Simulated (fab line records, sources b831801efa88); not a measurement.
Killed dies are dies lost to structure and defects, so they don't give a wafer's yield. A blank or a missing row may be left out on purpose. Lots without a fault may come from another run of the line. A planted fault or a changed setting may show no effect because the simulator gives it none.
Split-lot experiment | flow gf180mcu | 5 lots, 23 wafers read, on a route of 602 steps

THE SPLIT
At GF_V4_CMP_04 (polishes SiO2), the setting leave_above_ref_nm was moved away from the recipe's 632.5 nm on 8 of the 23 wafers read, by -5.8% to +4.0%. The other wafers ran this setting at the recipe's value.

FROM THE SPLIT TO THE READING: what the file shows between them, 1 step
- GF_V4_ETCH_16: etches BARC in N2/H2 (also split here: ion_energy_ev)

THE READING
oes_product_au, in a.u., at GF_V4_ETCH_17 (etches SiO2 in C4F8/O2/Ar, stops on TiN, target depth 630 nm). Fault-free wafers of this fab line usually give 0.856 a.u., standard deviation 0.0043 a.u..

wafer  | tool, chamber at the split | leave_above_ref_nm as run, nm | against the recipe | oes_product_au, a.u. | against lot-mates on the recipe
L074.1 | cmp-02, 1                  | 632.5                         | recipe             | 0.852                | -
L074.2 | cmp-02, 0,1                | 632.5                         | recipe             | 0.855                | -
L074.4 | cmp-02, 3                  | 632.5                         | recipe             | 0.856                | -
L074.5 | cmp-02, 0,1                | 632.5                         | recipe             | 0.852                | -
L074.6 | cmp-02, 2                  | 632.5                         | recipe             | 0.861                | -
L075.1 | cmp-02, 3                  | 658.1                         | +4.0%              | 0.878                | +0.017
L075.3 | cmp-02, 2                  | 658.1                         | +4.0%              | 0.872                | +0.011
L075.4 | cmp-02, 0                  | 658.1                         | +4.0%              | 0.882                | +0.021
L075.5 | cmp-02, 2                  | 632.5                         | recipe             | 0.859                | -
L075.6 | cmp-02, 1                  | 632.5                         | recipe             | 0.863                | -
L082.1 | cmp-01, 0                  | 647.5                         | +2.4%              | 0.863                | +0.005
L082.2 | cmp-01, 2                  | 647.5                         | +2.4%              | 0.871                | +0.013
L082.3 | cmp-01, 1                  | 632.5                         | recipe             | 0.855                | -
L082.5 | cmp-01, 0                  | 647.5                         | +2.4%              | 0.869                | +0.011
L082.6 | cmp-01, 3                  | 632.5                         | recipe             | 0.861                | -
L083.2 | cmp-02, 0                  | 595.8                         | -5.8%              | 0.831                | -0.028
L083.3 | cmp-02, 1                  | 632.5                         | recipe             | 0.866                | -
L083.4 | cmp-02, 2                  | 595.8                         | -5.8%              | 0.830                | -0.029
L083.5 | cmp-02, 2                  | 632.5                         | recipe             | 0.855                | -
L083.6 | cmp-02, 1                  | 632.5                         | recipe             | 0.857                | -
L084.1 | cmp-02, 2                  | 632.5                         | recipe             | 0.854                | -
L084.2 | cmp-02, 1                  | 632.5                         | recipe             | 0.851                | -
L084.4 | cmp-02, 3                  | 632.5                         | recipe             | 0.854                | -
Where a row lists several chambers, the file gives one row for several wafers and doesn't say which wafer went through which chamber.

THE FIT
A straight line over all 23 wafers: oes_product_au changes by +0.00473 a.u. for each +1% of leave_above_ref_nm; r = +0.94; the points scatter about the line by 0.0042 a.u..
The same after taking each lot's own level away (the mean of its wafers on the recipe; 23 wafers): +0.00455 a.u. for each +1%; r = +0.96; scatter 0.0035 a.u..
On that fit, the largest move of leave_above_ref_nm shifts the reading by 0.026 a.u..
The lots' own levels span 0.8530 to 0.8610 a.u., that is 1.9 times the standard deviation above.
So the lot-to-lot level changes the slope little: the two slopes agree.
Check: with one of the wafers moved furthest among these (-5.8%) left out of the fit, the line predicts -0.0264 a.u. for it against its lot-mates. It came out at -0.0283 a.u. against them.

OTHER SPLITS ON THESE WAFERS
These wafers also went through other splits before the reading. Each is held against what the fit with the lots' levels taken away leaves over:
other split on the same wafers | wafers away from the commonest value | r with oes_product_au (lot level and that fit taken away)
GF_M4_METAL_ETCH_16 time_s     | 12                                   | +0.02
GF_V4_ETCH_16 ion_energy_ev    | 4                                    | -0.27

THE WHOLE CHAIN: every reading that the file lists as answering this split, in the file's order
step          | what it does                                                 | reading                                                                   | change (the file's fit)                   | r (the file's)
GF_V4_CMP_04  | polishes SiO2                                                | SiO2_of_V4_CVD_02.thk_nm (the simulator's own value, which no gauge read) | +6.45 nm for each +1% of the setting      | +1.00
GF_V4_ETCH_17 | etches SiO2 in C4F8/O2/Ar, stops on TiN, target depth 630 nm | oes_product_au                                                            | +0.00462 a.u. for each +1% of the setting | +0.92
GF_V4_ETCH_17 | etches SiO2 in C4F8/O2/Ar, stops on TiN, target depth 630 nm | V4.feature_depth_nm (the simulator's own value, which no gauge read)      | +6.45 nm for each +1% of the setting      | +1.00

THE FILE'S OWN FIT
oes_product_au changes by +0.00462 a.u. for each +1% of leave_above_ref_nm, r = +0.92.
